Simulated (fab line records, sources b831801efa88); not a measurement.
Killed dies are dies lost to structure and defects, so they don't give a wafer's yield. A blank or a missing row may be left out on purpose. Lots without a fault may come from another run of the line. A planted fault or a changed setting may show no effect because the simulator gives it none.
A struck lot beside a sound one | flow gf180mcu | 39 steps out of a route of 602
Sound: wafers L175.2, L175.5, L175.6. Struck: wafers L192.3, L192.5, L192.6. The cause comes at the end.
At each step with rows: each side's tool, then ch and its chambers, then its first start. Under that, the readings that differ: sound wafers | struck wafers | difference of the means | sigmas: that difference in standard deviations of wafers without a fault.
alike: readings whose means differ by less than 2 such deviations, and words and numbers that are the same on both sides. not compared: withheld readings, readings that some wafer has no value for, bounds like >300 that may hide the same value, and numbers for which the record gives no deviation and whose values overlap.
The two part at a step that has a row with sigmas, a row that says differs or no value, or rows on one side only. Numbers that don't overlap but have no deviation are shown without sigmas and don't part them. A reading that every wafer of one side lacks parts them only if that side has two wafers or more.

first, 4 steps without rows for these wafers: GF_M2_SOFTBAKE_10 (time 60 s); GF_M2_EXPOSE_11 (exposes mask Metal2, target cd 280 nm); GF_M2_PEB_12 (peb time 90 s); GF_M2_DEVELOP_13 (develop time 60 s).
GF_M2_CD_MEAS_14: target cd 280 nm.
  sound on cd_sem-01, day 20 13:31; struck on cd_sem-01, day 26 08:31
  alike: cd_nm
GF_M2_OVL_MEAS_15:
  sound on overlay-01, day 20 13:37; struck on overlay-01, day 26 08:36
  reading     | sound     | struck | difference | sigmas
  M2_OVL (nm) | -8 -4 -12 | 9 2 2  | +12        | +2
GF_M2_METAL_ETCH_16: etches the open film in Cl2/BCl3, stops on SiO2, target depth 750.8 nm, time 125.1 s.
  sound on rie_metal-01 ch 0,1, day 20 13:39; struck on rie_metal-04 ch 0,1, day 26 08:40
  alike: drypump_motor_current_A, he_backside_leak_sccm, oes_product_au, throttle_valve_pct
  not compared: rf_hours_counter_h
GF_M2_STRIP_17: strips in O2/N2.
  sound on plasma_asher-01 ch 0,1, day 20 13:47; struck on plasma_asher-02 ch 0,1, day 26 08:47
  alike: drypump_motor_current_A, heater_power_w, oes_product_au, strip_time_to_endpoint_s
  not compared: rf_hours_counter_h
then, 3 steps without rows for these wafers: GF_M2_STRIP_18 (strips in post etch residue remover, time 1200 s); GF_M2_CLEAN_19 (cleans in DIW); GF_V2_CVD_00 (deposits SiO2, target thk 600 nm, time 100 s).
GF_V2_THK_MEAS_01:
  sound on film_metro-04, day 20 14:28; struck on film_metro-04, day 26 09:23
  alike: V2_CVD_00_THK
GF_V2_CVD_02: deposits SiO2 from TEOS, target thk 850 nm, time 94.851 s.
  sound on pecvd-04 ch 0,1,2, day 20 14:31; struck on pecvd-03 ch 1,2, day 26 09:25
  reading                             | sound             | struck        | difference | sigmas
  model.SiO2_of_V2_CVD_02.thk_nm (nm) | 844.1 846.2 844.8 | 599 596 614.2 | -242       |
  alike: heater_power_w
GF_V2_THK_MEAS_03:
  sound on film_metro-03, day 20 14:35; struck on film_metro-01, day 26 09:31
  reading            | sound       | struck      | difference | sigmas
  V2_CVD_02_THK (nm) | 844 846 845 | 599 596 614 | -242       | -24
then, 1 step without rows for these wafers: GF_V2_CMP_04 (polishes SiO2).
GF_V2_BOW_MEAS_05:
  sound on film_metro-01, day 20 14:58; struck on film_metro-01, day 26 09:53
  alike: V2_BOW
then, 8 steps without rows for these wafers: GF_V2_DEHYDRATE_06 (time 60 s); GF_V2_HMDS_07 (prime time 60 s); GF_V2_COAT_08; GF_V2_COAT_09 (resist thk 1000 nm); GF_V2_SOFTBAKE_10 (time 60 s); GF_V2_EXPOSE_11 (exposes mask Via2, target cd 260 nm); GF_V2_PEB_12 (peb time 90 s); GF_V2_DEVELOP_13 (develop time 60 s).
GF_V2_CD_MEAS_14: target cd 260 nm.
  sound on cd_sem-02, day 21 15:19; struck on cd_sem-01, day 27 06:14
  alike: cd_nm
GF_V2_OVL_MEAS_15:
  sound on overlay-02, day 21 15:26; struck on overlay-01, day 27 06:20
  alike: V2_OVL
then, 1 step without rows for these wafers: GF_V2_ETCH_16 (etches BARC in N2/H2).
GF_V2_ETCH_17: etches SiO2 in C4F8/O2/Ar, stops on TiN, target depth 630 nm.
  sound on rie_diel-02 ch 1,2,3; struck on rie_diel-04 ch 2,3
  reading                        | sound             | struck            | difference | sigmas
  oes_product_au (a.u.)          | 0.853 0.849 0.855 | 0.836 0.828 0.839 | -0.018     | -4
  model.etch.depth_nm (nm)       | 633.4 633.8 632.8 | 599 596 614.2     | -30        |
  model.V2.feature_depth_nm (nm) | 633.4 633.8 632.8 | 599 596 614.2     | -30        |
GF_V2_STRIP_18: strips in O2/N2.
  sound on plasma_asher-03 ch 0,1, day 21 15:35; struck on plasma_asher-04 ch 0,1, day 27 06:31
  alike: drypump_motor_current_A, heater_power_w, oes_product_au
  not compared: rf_hours_counter_h
then, 3 steps without rows for these wafers: GF_V2_STRIP_19 (strips in post etch residue remover, time 1200 s); GF_V2_CLEAN_20 (cleans in DIW); GF_V2_SPUTTER_21 (material Ti, target thk 15 nm, time 80.02 s).
GF_V2_SPUTTER_22: material TiN, target thk 10 nm, time 40 s.
  sound on pvd_sputter-02, day 21 16:11; struck on pvd_sputter-02, day 27 07:07
  alike: throttle_valve_pct
then, 1 step without rows for these wafers: GF_V2_CVD_23 (deposits W, target thk 350 nm, time 104.94 s).
GF_V2_RS_MEAS_24: measures by four-point-probe.
  sound on film_metro-01, day 21 16:21; struck on film_metro-03, day 27 07:18
  alike: V2_W_RS
GF_V2_THK_MEAS_25: measures by xrf.
  sound on film_metro-01, day 21 16:28; struck on film_metro-03, day 27 07:24
  alike: V2_W_THK
GF_V2_CMP_26: polishes, stops on SiO2, t overpolish 15 s, target thk 0 nm.
  sound on cmp-02 ch 0,1,2, day 21 16:37; struck on cmp-01 ch 0,2,3, day 27 07:53
  reading                             | sound         | struck            | difference | sigmas
  model.SiO2_of_V2_CVD_02.thk_nm (nm) | 629.6 630 629 | 595.2 592.3 610.4 | -30.2      |
  alike: edge_zone_pressure_frac, head_pressure_psi, motor_current_A, overpolish_run_s, slurry_flow_ml_min, time_to_endpoint_s
GF_M3_SPUTTER_00: material Ti, target thk 37.5 nm, time 150 s.
  sound on pvd_sputter-04, day 21 16:49; struck on pvd_sputter-03, day 27 08:02
  alike: throttle_valve_pct
-- the record jumps here: 7 days lie between the struck wafers' starts before and after (it left off in module M3 and takes up again in module PASSIVATION, whose first step shown is number 602 of the route) --
GF_PASSIVATION_PROBE_99:
  sound on prober-02, day 30 03:22; struck on prober-02, day 34 13:02
  reading                               | sound                | struck               | difference | sigmas
  model.etest.met3_comb.leak_log10_a_um | -11.87 -12.11 -11.97 | -7.121 -7.082 -7.199 | +4.849     |

WHERE THEY PART
First at GF_M2_OVL_MEAS_15; last, within this record, at GF_V2_ETCH_17. Later steps at which nothing parts them and some readings are alike: GF_V2_STRIP_18, GF_V2_SPUTTER_22, GF_V2_RS_MEAS_24, GF_V2_THK_MEAS_25, GF_V2_CMP_26, GF_M3_SPUTTER_00.

WHY: what the simulator had put in
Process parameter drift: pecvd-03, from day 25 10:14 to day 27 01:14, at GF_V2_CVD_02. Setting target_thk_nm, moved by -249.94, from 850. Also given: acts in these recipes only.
